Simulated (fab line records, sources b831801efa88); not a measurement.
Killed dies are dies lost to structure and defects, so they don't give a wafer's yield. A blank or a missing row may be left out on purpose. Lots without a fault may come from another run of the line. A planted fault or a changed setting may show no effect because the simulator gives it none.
Problem report in the 8D (eight disciplines) form, filled by code | flow gf180mcu | the parts of the form that need people (team, actions taken, sign-off) are left out

1. THE PROBLEM
exposure_dose_mJ_cm2 at GF_CONTACT_EXPOSE_11 reads a mean of 38.31 on 3 wafers of 1 lot; wafers without a fault read 37.97 with a standard deviation of 0.037. That is +9.1 standard deviations from the usual mean.
The step: exposes mask Contact, target cd 220 nm.
First seen on wafer L893.2, day 21 11:06, on krf_scanner-01. The record holds 39 wafers of 13 lots with a number at this step. Rule for "out", or "out of limits": more than 4 standard deviations from the usual mean. The other wafers with a number count as sound.

2. WHAT IT IS AND WHAT IT IS NOT
question                    | is                     | is not
which readings at this step | exposure_dose_mJ_cm2   | reticle_temp_C
which lots                  | L893                   | L878, L879, L880, L881, L883, L884, L885, L886, L887, L890, L900, L901
which wafers of those lots  | all that have a number | -
read on which tools         | krf_scanner-01         | krf_scanner-02
when                        | from day 21 11:06      | up to then (30 sound wafers); but 6 sound wafers of L900, L901 came after

3. SUSPECTS, AND WHAT RULES EACH OUT
Counting: a tool at a process step up to the reading stays a suspect if it ran every lot that is out and no sound lot after the first of them.
- krf_scanner-01 at GF_CONTACT_EXPOSE_11 (exposes mask Contact, target cd 220 nm): ruled out as a lasting fault. Sound lots L901 ran on it after its first lot that is out, L893 (day 21 11:06).
Left after counting: nothing in the record.

4. THE CAUSE (what the simulator had put in)
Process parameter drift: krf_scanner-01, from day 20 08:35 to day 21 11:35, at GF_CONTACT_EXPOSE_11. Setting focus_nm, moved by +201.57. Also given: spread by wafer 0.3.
Counting ruled it out, wrongly.

5. THE CHAIN OF EFFECTS, in route order
Each row: a reading whose mean over the struck wafers that have a number lies more than 3 standard deviations from the usual. Only readings for which the record gives a usual standard deviation are gone through. hours: the time from each lot's start at the first step in this table that gives one to its start at this step, as a median over the lots. sigmas: the change in usual standard deviations.
hours | step                 | reading              | usual | on struck wafers | change | sigmas
0     | GF_CONTACT_EXPOSE_11 | exposure_dose_mJ_cm2 | 37.97 | 38.31            | +0.34  | +9.1
The process steps in it:
- GF_CONTACT_EXPOSE_11: exposes mask Contact, target cd 220 nm.
Later measuring or inspecting steps at which every struck wafer that the step has a row for has a number for every such reading, and none has moved that far: GF_V1_OVL_MEAS_15.

6. WHAT WOULD HAVE CAUGHT IT SOONER
In this record the first reading out of limits was taken at day 21 11:06, 27 hours after the fault began at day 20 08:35.
